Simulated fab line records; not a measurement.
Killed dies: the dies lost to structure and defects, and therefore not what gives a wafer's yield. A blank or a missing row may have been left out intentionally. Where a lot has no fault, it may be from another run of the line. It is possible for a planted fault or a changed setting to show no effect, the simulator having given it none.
The tool behind it: which one? / flow sky130 / Sampling: 13 lots, 39 wafers, 4 of 708 route steps

## WHAT EACH GAUGE READ, for each wafer
SKY_VT_ADJUST_LVTN_TW_MEAS_21. Usual: VT_ADJUST_LVTN_2_TW gives 189.6 (standard deviation 0.87).
lot=L590; measured=day 8 00:06; on=film metro-01; VT_ADJUST_LVTN_2_TW=190.0 189.3 188.7; flag=
lot=L592; measured=day 8 09:15; on=film metro-02; VT_ADJUST_LVTN_2_TW=189.5 188.9 188.7; flag=
lot=L593; measured=day 8 13:25; on=film metro-02; VT_ADJUST_LVTN_2_TW=190.1 189.0 190.1; flag=
lot=L594; measured=day 9 05:46; on=film metro-01; VT_ADJUST_LVTN_2_TW=188.9 188.7 188.5; flag=
lot=L595; measured=day 9 06:34; on=film metro-01; VT_ADJUST_LVTN_2_TW=188.8 190.3 189.2; flag=
lot=L596; measured=day 9 10:58; on=film metro-01; VT_ADJUST_LVTN_2_TW=188.9 188.4 189.4; flag=
lot=L598; measured=day 10 05:23; on=film metro-03; VT_ADJUST_LVTN_2_TW=189.8 190.3 189.8; flag=
lot=L604; measured=day 11 11:26; on=film metro-02; VT_ADJUST_LVTN_2_TW=190.4 190.3 190.3; flag=
lot=L605; measured=day 11 15:33; on=film metro-02; VT_ADJUST_LVTN_2_TW=190.1 190.5 189.7; flag=
lot=L609; measured=day 13 09:44; on=film metro-02; VT_ADJUST_LVTN_2_TW=188.6 187.1 188.1; flag=
lot=L610; measured=day 13 12:19; on=film metro-02; VT_ADJUST_LVTN_2_TW=188.6 188.8 189.7; flag=
lot=L611; measured=day 14 08:59; on=film metro-03; VT_ADJUST_LVTN_2_TW=189.9 190.6 189.2; flag=
lot=L612; measured=day 14 12:02; on=film metro-01; VT_ADJUST_LVTN_2_TW=190.1 189.5 189.9; flag=

SKY_VT_ADJUST_NCORE_OVL_MEAS_08. Usual: VT_ADJUST_NCORE_OVL gives -1.4 nm (standard deviation 1.4).
lot=L590; measured=day 8 18:52; on=overlay-01; VT_ADJUST_NCORE_OVL (nm)=3.5 1.9 0.6; flag=
lot=L592; measured=day 9 09:13; on=overlay-01; VT_ADJUST_NCORE_OVL (nm)=-3.0 -4.5 -1.6; flag=
lot=L593; measured=day 9 09:56; on=overlay-01; VT_ADJUST_NCORE_OVL (nm)=-3.0 -1.8 -2.7; flag=
lot=L594; measured=day 10 02:22; on=overlay-01; VT_ADJUST_NCORE_OVL (nm)=-1.8 -0.9 -0.4; flag=
lot=L595; measured=day 10 03:19; on=overlay-01; VT_ADJUST_NCORE_OVL (nm)=-0.4 -1.8 1.2; flag=
lot=L596; measured=day 10 09:18; on=overlay-02; VT_ADJUST_NCORE_OVL (nm)=-1.8 -0.3 -1.2; flag=
lot=L598; measured=day 11 03:37; on=overlay-01; VT_ADJUST_NCORE_OVL (nm)=-1.8 -2.1 -0.1; flag=
lot=L604; measured=day 12 11:19; on=overlay-01; VT_ADJUST_NCORE_OVL (nm)=0.3 -1.2 0.1; flag=
lot=L605; measured=day 12 15:59; on=overlay-02; VT_ADJUST_NCORE_OVL (nm)=-1.0 -0.5 -1.8; flag=
lot=L609; measured=day 14 12:09; on=overlay-02; VT_ADJUST_NCORE_OVL (nm)=1.9 -1.1 2.0; flag=
lot=L610; measured=day 14 15:01; on=overlay-01; VT_ADJUST_NCORE_OVL (nm)=-2.8 -1.1 -4.4; flag=
lot=L611; measured=day 15 11:54; on=overlay-01; VT_ADJUST_NCORE_OVL (nm)=-0.5 -1.7 0.2; flag=
lot=L612; measured=day 15 14:49; on=overlay-02; VT_ADJUST_NCORE_OVL (nm)=-2.9 -0.8 -0.9; flag=

SKY_POLY_GATE_OVL_MEAS_14. Usual: POLY_GATE_OVL gives -6 nm (standard deviation 6.6).
lot=L590; measured=day 16 10:13; on=overlay-02; POLY_GATE_OVL (nm)=2 4 -7; flag=
lot=L592; measured=day 17 12:09; on=overlay-02; POLY_GATE_OVL (nm)=-9 -5 -9; flag=
lot=L593; measured=day 17 11:48; on=overlay-01; POLY_GATE_OVL (nm)=-11 -8 -17; flag=
lot=L594; measured=day 18 04:23; on=overlay-01; POLY_GATE_OVL (nm)=-6 -4 -13; flag=
lot=L595; measured=day 18 10:06; on=overlay-02; POLY_GATE_OVL (nm)=-5 1 2; flag=
lot=L596; measured=day 18 15:09; on=overlay-02; POLY_GATE_OVL (nm)=-21 -16 -17; flag=
lot=L598; measured=day 19 21:19; on=overlay-02; POLY_GATE_OVL (nm)=2 1 1; flag=
lot=L604; measured=day 21 12:39; on=overlay-02; POLY_GATE_OVL (nm)=3 -7 4; flag=
lot=L609; measured=day 23 14:39; on=overlay-02; POLY_GATE_OVL (nm)=-4 -8 -5; flag=
lot=L610; measured=day 23 19:18; on=overlay-01; POLY_GATE_OVL (nm)=-15 -14 -9; flag=
lot=L611; measured=day 24 14:57; on=overlay-01; POLY_GATE_OVL (nm)=-7 -10 -9; flag=
lot=L612; measured=day 24 21:58; on=overlay-02; POLY_GATE_OVL (nm)=-1 2 -10; flag=

## WHICH TOOL RAN EACH LOT (tool, then ch and the chambers of the sampled wafers, then the start)
lot=L590; SKY_GATE_OXIDE_STRIP_13=plasma asher-02 ch 0,1, day 14 00:21
lot=L592; SKY_GATE_OXIDE_STRIP_13=plasma asher-02 ch 0,1, day 14 19:56
lot=L593; SKY_GATE_OXIDE_STRIP_13=plasma asher-04 ch 0,1, day 14 21:41
lot=L594; SKY_GATE_OXIDE_STRIP_13=plasma asher-02 ch 0,1, day 15 14:57
lot=L595; SKY_GATE_OXIDE_STRIP_13=plasma asher-02 ch 0,1, day 15 17:43
lot=L596; SKY_GATE_OXIDE_STRIP_13=plasma asher-02 ch 1, day 15 21:31
lot=L598; SKY_GATE_OXIDE_STRIP_13=plasma asher-01 ch 0,1, day 16 21:50
lot=L604; SKY_GATE_OXIDE_STRIP_13=plasma asher-02 ch 0,1, day 18 16:23
lot=L605; SKY_GATE_OXIDE_STRIP_13=plasma asher-04 ch 0,1, day 18 18:43
lot=L609; SKY_GATE_OXIDE_STRIP_13=plasma asher-04 ch 1, day 20 21:17
lot=L610; SKY_GATE_OXIDE_STRIP_13=plasma asher-02 ch 0,1, day 21 00:38
lot=L611; SKY_GATE_OXIDE_STRIP_13=plasma asher-02 ch 0,1, day 21 22:16
lot=L612; SKY_GATE_OXIDE_STRIP_13=plasma asher-02 ch 0,1, day 22 04:37
- SKY_GATE_OXIDE_STRIP_13: strips in O2/N2.

## WHAT THE TOOLS THEMSELVES READ (means of the sampled wafers that have a number; where no wafer has one, the mark that the record gives instead)
SKY_GATE_OXIDE_STRIP_13. Usual: chamber pressure mTorr 1500.0 mTorr, standard deviation 1.4; drypump motor current A 5.92 A, standard deviation 0.26; oes product au 0.716 a.u., standard deviation 0.0043; strip time to endpoint s 14.19 s, standard deviation 0.045.
lot=L590; tool=plasma asher-02; chamber pressure mTorr (mTorr)=1500.3; drypump motor current A (A)=5.97; oes product au (a.u.)=0.709; strip time to endpoint s (s)=14.16; flag=
lot=L592; tool=plasma asher-02; chamber pressure mTorr (mTorr)=1498.5; drypump motor current A (A)=6.15; oes product au (a.u.)=0.716; strip time to endpoint s (s)=14.13; flag=
lot=L593; tool=plasma asher-04; chamber pressure mTorr (mTorr)=1500.8; drypump motor current A (A)=5.92; oes product au (a.u.)=0.711; strip time to endpoint s (s)=14.18; flag=
lot=L594; tool=plasma asher-02; chamber pressure mTorr (mTorr)=1499.5; drypump motor current A (A)=6.14; oes product au (a.u.)=0.717; strip time to endpoint s (s)=14.17; flag=
lot=L595; tool=plasma asher-02; chamber pressure mTorr (mTorr)=1499.6; drypump motor current A (A)=6.11; oes product au (a.u.)=0.717; strip time to endpoint s (s)=14.20; flag=
lot=L596; tool=plasma asher-02; chamber pressure mTorr (mTorr)=1499.8; drypump motor current A (A)=6.26; oes product au (a.u.)=0.715; strip time to endpoint s (s)=14.24; flag=
lot=L598; tool=plasma asher-01; chamber pressure mTorr (mTorr)=1500.9; drypump motor current A (A)=5.68; oes product au (a.u.)=0.715; strip time to endpoint s (s)=14.25; flag=
lot=L604; tool=plasma asher-02; chamber pressure mTorr (mTorr)=1499.1; drypump motor current A (A)=6.14; oes product au (a.u.)=0.716; strip time to endpoint s (s)=14.19; flag=
lot=L605; tool=plasma asher-04; chamber pressure mTorr (mTorr)=1495.1; drypump motor current A (A)=5.90; oes product au (a.u.)=0.891; strip time to endpoint s (s)=-; flag=OFF
lot=L609; tool=plasma asher-04; chamber pressure mTorr (mTorr)=1499.1; drypump motor current A (A)=6.11; oes product au (a.u.)=0.714; strip time to endpoint s (s)=14.22; flag=
lot=L610; tool=plasma asher-02; chamber pressure mTorr (mTorr)=1500.2; drypump motor current A (A)=6.14; oes product au (a.u.)=0.717; strip time to endpoint s (s)=14.14; flag=
lot=L611; tool=plasma asher-02; chamber pressure mTorr (mTorr)=1501.1; drypump motor current A (A)=6.12; oes product au (a.u.)=0.716; strip time to endpoint s (s)=14.24; flag=
lot=L612; tool=plasma asher-02; chamber pressure mTorr (mTorr)=1500.3; drypump motor current A (A)=6.11; oes product au (a.u.)=0.717; strip time to endpoint s (s)=14.11; flag=

## THE ANSWER, worked out from the rows above alone
Rule: a lot is off if the mean of its wafers that have a number lies more than 3 standard deviations from the usual mean. Also off: a lot with no number at a reading for which 4 or more lots have one. The other lots that the step has rows for count as sound. Order of review: gauges by route order, followed by the tools' own readings, for which a lot's mean as printed above is used. The first step at which some lot is off is used, and at that step the reading that is off furthest; a lot without a number counts as furthest.
Off at SKY_GATE_OXIDE_STRIP_13 (strip time to endpoint s): L605. Without a number there: L605.
A tool fits if, at that step or a process step before it, it ran every lot that is off, and no sound lot after the first of them. No candidate that was tried fits.

## WHAT THE SIMULATOR HAD INSERTED
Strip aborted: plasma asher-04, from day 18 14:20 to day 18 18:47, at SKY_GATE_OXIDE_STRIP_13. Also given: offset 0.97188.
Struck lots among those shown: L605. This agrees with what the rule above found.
